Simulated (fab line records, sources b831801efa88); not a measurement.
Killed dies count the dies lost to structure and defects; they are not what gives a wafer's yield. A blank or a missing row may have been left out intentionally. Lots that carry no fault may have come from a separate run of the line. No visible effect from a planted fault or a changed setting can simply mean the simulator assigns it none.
Comparing a struck lot with a sound one | flow gf180mcu | 43 out of 602 route steps
Sound: these wafers, L298.1, L298.4, L298.6. Wafers struck: L293.1, L293.4, L293.5. At the end, the cause is stated.
For every step that has rows: the tool of each side, followed by ch and its chambers, followed by its first start. Under that, the readings that differ: sound wafers | struck wafers | difference of the means | sigmas: that difference in standard deviations of wafers without a fault.
alike: same words and numbers on both sides, and readings whose means sit less than 2 such deviations apart. not compared: any withheld reading, any reading some wafer has no value for, any bound like >300 that may hide the same value, and any number with overlapping values for which the record gives no deviation.
The two part at a step that has a row with sigmas, a row that says differs or no value, or rows on one side only. When numbers do not overlap yet have no deviation, they are printed without sigmas and do not part them. Lack of a reading on every wafer of one side parts them only where that side has two or more wafers.

first, 5 steps without rows for these wafers: GF_MVSD_COAT_02 (resist thk 3000 nm); GF_MVSD_SOFTBAKE_03; GF_MVSD_EXPOSE_04 (exposes mask MVSD, target cd 1000 nm); GF_MVSD_PEB_05; GF_MVSD_DEVELOP_06 (develop time 60 s).
GF_MVSD_OVL_MEAS_07:
  sound: overlay-01 at day 8 07:33; struck: overlay-01 at day 7 01:51
  alike: MVSD_OVL
then, 2 steps without rows for these wafers: GF_MVSD_IMPLANT_08; GF_MVSD_IMPLANT_09.
GF_MVSD_STRIP_10: strips in O2/N2.
  sound on plasma asher-02 ch 0, day 8 07:53; struck on plasma asher-04 ch 0, day 7 02:11
  reading            | sound       | struck      | difference | sigmas
  heater power w (W) | 295 286 289 | 364 360 354 | +69        | +2
  alike: drypump motor current A, oes product au, strip time to endpoint s
  not compared: rf hours counter h
GF_MVSD_TW_MEAS_11:
  sound: film metro-03 at day 8 07:59; struck: film metro-03 at day 7 02:17
  alike: MVSD_TW
then, 2 steps without rows for these wafers: GF_MVPSD_DEHYDRATE_00 (time 60 s); GF_MVPSD_HMDS_01 (prime time 60 s).
GF_MVPSD_COAT_02: resist thk 3000 nm.
  sound on litho track-01 ch 0, day 8 15:33; struck on litho track-04, day 7 10:01
  no value came back on the struck wafers for chill plate temp C (C), dispense pressure kPa (kPa); on the sound wafers chill plate temp C (C) reads 23.14 22.99 23.12
then, 4 steps without rows for these wafers: GF_MVPSD_SOFTBAKE_03; GF_MVPSD_EXPOSE_04 (exposes mask MVPSD, target cd 1000 nm); GF_MVPSD_PEB_05; GF_MVPSD_DEVELOP_06 (develop time 60 s).
GF_MVPSD_OVL_MEAS_07:
  sound: overlay-02 at day 8 23:55; struck: overlay-01 at day 7 18:06
  reading        | sound          | struck | difference                    | sigmas
  MVPSD_OVL (nm) | -0.8 -0.1 -1.0 | - - -  | no value on the struck wafers |
then, 2 steps without rows for these wafers: GF_MVPSD_IMPLANT_08; GF_MVPSD_IMPLANT_09.
GF_MVPSD_STRIP_10: strips in O2/N2.
  sound on plasma asher-01 ch 0,1, day 9 00:14; struck on plasma asher-03 ch 0,1, day 7 18:26
  no value came back on the struck wafers for oes product au (a.u.), strip time to endpoint s (s); on the sound wafers oes product au (a.u.) reads 0.724 0.719 0.719
  alike: drypump motor current A, heater power w
  not compared: rf hours counter h
GF_MVPSD_TW_MEAS_11:
  sound: film metro-04 at day 9 00:20; struck: film metro-02 at day 7 18:32
  alike: MVPSD_TW
then, 7 steps without rows for these wafers: GF_VT_IMPLANT_DEHYDRATE_00 (time 60 s); GF_VT_IMPLANT_HMDS_01 (prime time 60 s); GF_VT_IMPLANT_COAT_02 (resist thk 1000 nm); GF_VT_IMPLANT_SOFTBAKE_03 (time 60 s); GF_VT_IMPLANT_EXPOSE_04 (exposes mask LVPWELL LV AREA, target cd 600 nm); GF_VT_IMPLANT_PEB_05; GF_VT_IMPLANT_DEVELOP_06 (develop time 60 s).
GF_VT_IMPLANT_OVL_MEAS_07:
  sound: overlay-02 at day 9 16:51; struck: overlay-02 at day 8 11:33
  alike: VT_IMPLANT_OVL
after that, 1 step had no rows for these wafers: GF_VT_IMPLANT_IMPLANT_08.
GF_VT_IMPLANT_STRIP_09: strips in O2/N2.
  sound on plasma asher-01 ch 0,1, day 9 17:02; struck on plasma asher-01 ch 0, day 8 11:44
  alike: drypump motor current A, heater power w, oes product au, strip time to endpoint s
  not compared: rf hours counter h
GF_VT_IMPLANT_TW_MEAS_10:
  sound: film metro-01 at day 9 17:08; struck: film metro-02 at day 8 12:04
  reading       | sound       | struck      | difference | sigmas
  VT_IMPLANT_TW | 560 559 562 | 701 699 699 | +139       | +37
  not compared: hold
then, 6 steps without rows for these wafers: GF_VT_IMPLANT_HMDS_12 (prime time 60 s); GF_VT_IMPLANT_COAT_13 (resist thk 1000 nm); GF_VT_IMPLANT_SOFTBAKE_14 (time 60 s); GF_VT_IMPLANT_EXPOSE_15 (exposes mask Nwell LV AREA, target cd 860 nm); GF_VT_IMPLANT_PEB_16; GF_VT_IMPLANT_DEVELOP_17 (develop time 60 s).
GF_VT_IMPLANT_OVL_MEAS_18:
  sound: overlay-02 at day 10 10:09; struck: overlay-01 at day 9 03:57
  alike: VT_IMPLANT_01_OVL
after that, 1 step had no rows for these wafers: GF_VT_IMPLANT_IMPLANT_19.
GF_VT_IMPLANT_TW_MEAS_21:
  sound: film metro-02 at day 10 10:26; struck: film metro-02 at day 9 04:28
  reading         | sound          | struck         | difference | sigmas
  VT_IMPLANT_2_TW | 1229 1228 1228 | 1251 1259 1253 | +26        | +3
  not compared: hold
GF_VT_IMPLANT_TW_MEAS_32:
  sound: film metro-01 at day 11 04:59; struck: film metro-01 at day 9 21:19
  reading         | sound             | struck            | difference | sigmas
  VT_IMPLANT_3_TW | 268.4 267.5 267.0 | 568.3 569.0 567.2 | +300.5     | +99 or more
  not compared: hold

## WHERE THEY PART
Earliest at GF_MVSD_STRIP_10; latest, in this record, at GF_VT_IMPLANT_TW_MEAS_32.

WHY: the cause the simulator had injected
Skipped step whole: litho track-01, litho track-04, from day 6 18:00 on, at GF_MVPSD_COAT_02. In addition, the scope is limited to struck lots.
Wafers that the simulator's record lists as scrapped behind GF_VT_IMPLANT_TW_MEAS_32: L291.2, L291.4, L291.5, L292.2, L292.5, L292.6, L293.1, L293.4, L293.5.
